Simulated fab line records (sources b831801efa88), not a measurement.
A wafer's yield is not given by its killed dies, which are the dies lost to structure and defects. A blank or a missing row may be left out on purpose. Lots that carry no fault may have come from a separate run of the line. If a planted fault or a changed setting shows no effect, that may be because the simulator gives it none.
A struck lot beside a sound one | flow sky130 | 25 out of 708 route steps
Sound: these wafers, L251.2, L251.4, L251.5. Wafers L269.3, L269.5, L269.6 were the ones struck. The cause is given at the end.
Order at every step that has rows: each side's tool, ch and its chambers, its first start. Under that, the readings that differ: sound wafers | struck wafers | difference of the means | sigmas: that difference in standard deviations of wafers without a fault.
alike: a reading whose means differ by less than 2 such deviations, as well as words and numbers matching on both sides. not compared: withheld readings; readings where some wafer has no value; bounds like >300 that might hide an equal value; numbers whose values overlap and for which the record gives no deviation.
The two part at a step that has a row with sigmas, a row that says differs or no value, or rows on one side only. Numbers that don't overlap but have no deviation are shown without sigmas and don't part them. Lack of a reading on every wafer of one side parts them only where that side has two or more wafers.

first, 7 steps without rows for these wafers: SKY_FIELD_ISO_HMDS_06 (prime time 60 s); SKY_FIELD_ISO_COAT_07 (resist thk 60 nm); SKY_FIELD_ISO_COAT_08 (resist thk 450 nm); SKY_FIELD_ISO_SOFTBAKE_09 (time 90 s); SKY_FIELD_ISO_EXPOSE_10 (exposes mask FOM, target cd 150 nm); SKY_FIELD_ISO_PEB_11; SKY_FIELD_ISO_DEVELOP_12 (develop time 60 s).
SKY_FIELD_ISO_CD_MEAS_13 targets a cd of 150 nm.
  sound on cdSem-01 at day 2 10:55; struck on cdSem-02 at day 6 10:41
  alike: cdNm
SKY_FIELD_ISO_ETCH_14: etches BARC in N2/H2, stops on SiO2, time 45.9 s, target depth 60 nm.
  sound on rieDiel-04 ch 0,2,3, day 2 11:01; struck on rieDiel-04 ch 1,2, day 6 10:46
  alike: drypumpMotorCurrentA, oesProductAu, rfFwdPowerW, runLengthS, throttleValvePct
  not compared: rfHoursCounterH
SKY_FIELD_ISO_ETCH_15: etches the open film in CHF3/O2, stops on Si, target depth 180 nm, time 72 s.
  sound on rieDiel-04 ch 0,2,3, day 2 11:03; struck on rieDiel-04 ch 1,2, day 6 10:48
  alike: drypumpMotorCurrentA, oesProductAu, rfFwdPowerW, runLengthS, throttleValvePct
  not compared: rfHoursCounterH
SKY_FIELD_ISO_STRIP_16: strips in O2/N2.
  sound on plasmaAsher-04 ch 0,1, day 2 11:07; struck on plasmaAsher-01 ch 0,1, day 6 10:53
reading                  | sound       | struck      | difference | sigmas
drypumpMotorCurrentA (A) | 5.9 5.9 5.9 | 5.1 5.3 5.1 | -0.7       | -2
  alike: oesProductAu, stripTimeToEndpointS
  not compared: rfHoursCounterH
SKY_FIELD_ISO_ETCH_17: etches Si in HBr/Cl2/O2, target depth 342 nm, time 97.7 s.
  sound on rieSi-02 ch 1,2,3, day 2 11:13; struck on rieSi-02 ch 0,2,3, day 6 10:58
  alike: drypumpMotorCurrentA, mfcCl2Sccm, oesProductAu, rfFwdPowerW, runLengthS, throttleValvePct
  not compared: rfHoursCounterH
SKY_FIELD_ISO_WET_ETCH_18: etches Si3N4 in H3PO4, target depth 25 nm, time 286 s.
  sound on wetBench-04 ch 1, day 2 11:17; struck on wetBench-04 ch 2, day 6 11:02
reading                                    | sound             | struck            | difference | sigmas
runLengthS (s)                             | 313.4 313.4 313.4 | 488.1 488.1 488.1 | +174.7     | +65
model.Si3N4_of_FIELD_ISO_CVD_03.thkNm (nm) | 124.9 126.1 125.9 | 109.9 109.9 109.3 | -15.9      | 
then, 4 steps without rows for these wafers: SKY_FIELD_ISO_CLEAN_19 (cleans in SC1/SC2, time 150 s); SKY_FIELD_ISO_CLEAN_20 (cleans in dHF, time 20 s); SKY_FIELD_ISO_WET_ETCH_21 (etches SiO2 in dHF, target depth 20 nm, time 400 s); SKY_FIELD_ISO_OXIDATION_22 (stabilise 600 s, purge 300 s, target thk 10 nm).
SKY_FIELD_ISO_THK_MEAS_23:
  sound on filmMetro-03 at day 2 12:44; struck on filmMetro-02 at day 6 13:10
  alike: FIELD_ISO_OXIDATION_01_THK
then, 1 step without rows for these wafers: SKY_FIELD_ISO_CVD_24 (deposits SiO2, target thk 595 nm, time 99.2 s).
SKY_FIELD_ISO_THK_MEAS_25:
  sound on filmMetro-02 at day 2 12:52; struck on filmMetro-03 at day 6 13:18
  alike: FIELD_ISO_CVD_24_THK
then, 1 step without rows for these wafers: SKY_FIELD_ISO_ANNEAL_26 (time 1800 s).
SKY_FIELD_ISO_CMP_27: polishes, stops on Si3N4, t overpolish 16 s, target thk 457.8 nm.
  sound on cmp-01 ch 0,3, day 2 15:32; struck on cmp-02 ch 0,2,3, day 6 14:59
  alike: motorCurrentA, retainingRingPressureFrac
SKY_FIELD_ISO_WET_ETCH_28: etches SiO2 in dHF, target depth 23.7 nm, time 47 s.
  sound on wetBench-04 ch 0, day 2 15:50; struck on wetBench-04 ch 1, day 6 15:11
reading                                    | sound         | struck        | difference | sigmas
model.Si3N4_of_FIELD_ISO_CVD_03.thkNm (nm) | 119 120.2 120 | 104 104 103.4 | -16        | 
  alike: runLengthS
then, 1 step without rows for these wafers: SKY_FIELD_ISO_WET_ETCH_29 (etches Si3N4 in H3PO4, target depth 160 nm, time 1825 s).
-- record jumps: 44 days separate the struck wafers' starts on either side; left off in module FIELD_ISO, taken up again in module PAD_OPEN, whose first shown step is the route's number 708 --
SKY_PAD_OPEN_PROBE_99:
  sound on prober-01 at day 47 02:05; struck on prober-01 at day 50 20:31
reading                          | sound                        | struck                       | difference | sigmas
model.etest.pfet_16v.rOnOhmUm    | 1.537e+04 1.51e+04 1.517e+04 | 1.45e+04 1.472e+04 1.474e+04 | -5.60e+02  | 
model.etest.capPolyToWell.cAfUm2 | 88.91 90.66 90.09            | 95.21 95.49 97.98            | +6.34      | 
model.etest.fieldP.vtV (V)       | -44.78 -42.73 -43.02         | -37.04 -37.51 -37.74         | +6.08      | 
model.etest.fieldN.vtV (V)       | 36.37 35.03 35.12            | 34.23 34.39 34.62            | -1.09      | 
  alike: killed_at_M0_to_M3, killed_at_M4_up, killedAtContacts, killedAtFrontEnd, killedAtOther, killedDies, killedOpen, killedShort
  not compared: model.etest.capLiToPoly.cAfUm2, model.etest.sramNfetPass.offLog10AUm, model.etest.sramNfetPass.vtSatV, model.etest.sramNfetPass.vtV

== WHERE THEY PART ==
Last at SKY_FIELD_ISO_WET_ETCH_18 as far as this record goes, first at SKY_FIELD_ISO_STRIP_16. Later steps at which nothing parts them and some readings are alike: SKY_FIELD_ISO_THK_MEAS_23, SKY_FIELD_ISO_THK_MEAS_25, SKY_FIELD_ISO_CMP_27, SKY_FIELD_ISO_WET_ETCH_28, SKY_PAD_OPEN_PROBE_99.

WHY: the cause the simulator had injected
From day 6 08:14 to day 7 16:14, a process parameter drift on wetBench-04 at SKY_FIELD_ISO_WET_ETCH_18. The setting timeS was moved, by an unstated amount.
